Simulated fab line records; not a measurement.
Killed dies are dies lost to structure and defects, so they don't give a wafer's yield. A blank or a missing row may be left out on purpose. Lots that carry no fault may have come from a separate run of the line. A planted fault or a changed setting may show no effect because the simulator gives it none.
Comparing a struck lot with a sound one + flow gf180mcu + 14 steps out of a route of 602
Sound: wafers L955.1, L955.2, L955.5. Wafers L950.1, L950.2, L950.5 were the ones struck. At the end, the cause is stated.
For every step that has rows: the tool of each side, followed by ch and its chambers, followed by its first start. Under that, the readings that differ: sound wafers + struck wafers + difference of the means + sigmas: that difference in standard deviations of wafers without a fault.
alike: readings with means less than 2 such deviations apart, plus words and numbers identical on both sides. not compared: withheld readings, readings lacking a value on some wafer, bounds such as >300 that could conceal the same value, and numbers that have no deviation in the record and whose values overlap.
The two part at a step that has a row with sigmas, a row that says differs or no value, or rows on one side only. Numbers that have no deviation but don't overlap get no sigmas and don't part them. A reading that every wafer of one side lacks parts them only if that side has two wafers or more.

first, 4 steps without rows for these wafers: GF_V2_SOFTBAKE_10 (time 60 s); GF_V2_EXPOSE_11 (exposes mask Via2, target cd 260 nm); GF_V2_PEB_12 (peb time 88.45 s); GF_V2_DEVELOP_13 (develop time 60 s).
GF_V2_CD_MEAS_14 targets a cd of 260 nm.
  sound: cd_sem-01 at day 27 20:42; struck: cd_sem-02 at day 26 11:44
  alike: cd_nm
GF_V2_OVL_MEAS_15:
  sound: overlay-01 at day 27 20:49; struck: overlay-02 at day 26 11:51
  alike: V2_OVL
GF_V2_ETCH_16: etches BARC in N2/H2.
  sound on rie_diel-02 ch 0,2, day 27 20:52; struck on rie_diel-02 ch 1,2,3, day 26 11:53
  alike: drypump_motor_current_A, oes_product_au, throttle_valve_pct
GF_V2_ETCH_17: etches SiO2 in C4F8/O2/Ar, stops on TiN, target depth 630 nm.
  sound on rie_diel-02 ch 0,2; struck on rie_diel-02 ch 1,2,3
  alike: oes_product_au
GF_V2_STRIP_18: strips in O2/N2.
  sound on plasma_asher-01 ch 0,1, day 27 20:59; struck on plasma_asher-02 ch 0,1, day 26 12:01
  alike: drypump_motor_current_A, heater_power_w, oes_product_au
  not compared: rf_hours_counter_h
then, 2 steps without rows for these wafers: GF_V2_STRIP_19 (strips in post etch residue remover, time 1200 s); GF_V2_CLEAN_20 (cleans in DIW).
GF_V2_SPUTTER_21: material Ti, target thk 15 nm, time 80.02 s.
  sound: pvd_sputter-02 at day 27 21:34; struck: pvd_sputter-02 at day 26 12:33
  alike: cathode_dc_power_W, chamber_pressure_pa, substrate_temp_c, throttle_valve_pct
GF_V2_SPUTTER_22: material TiN, target thk 10 nm, time 40 s.
  sound: pvd_sputter-02 at day 27 21:37; struck: pvd_sputter-02 at day 26 12:37
  no value came back on the struck wafers for cathode_dc_power_W (W), chamber_pressure_pa (Pa), throttle_valve_pct (%); on the sound wafers cathode_dc_power_W (W) reads 4000.2 3999.1 3999.3
GF_V2_CVD_23: deposits W, target thk 350 nm, time 104.94 s.
  sound on cvd_w-02 ch 0,1, day 27 21:40; struck on cvd_w-02 ch 0,1, day 26 12:39
  alike: chamber_pressure_Torr, heater_power_w

== WHERE THEY PART ==
Within this record, at GF_V2_SPUTTER_22 only. Later steps at which nothing parts them and some readings are alike: GF_V2_CVD_23.

WHY: what had been put in by the simulator
Skipped step whole: pvd_sputter-02, from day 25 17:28 on, at GF_V2_SPUTTER_22. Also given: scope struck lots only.
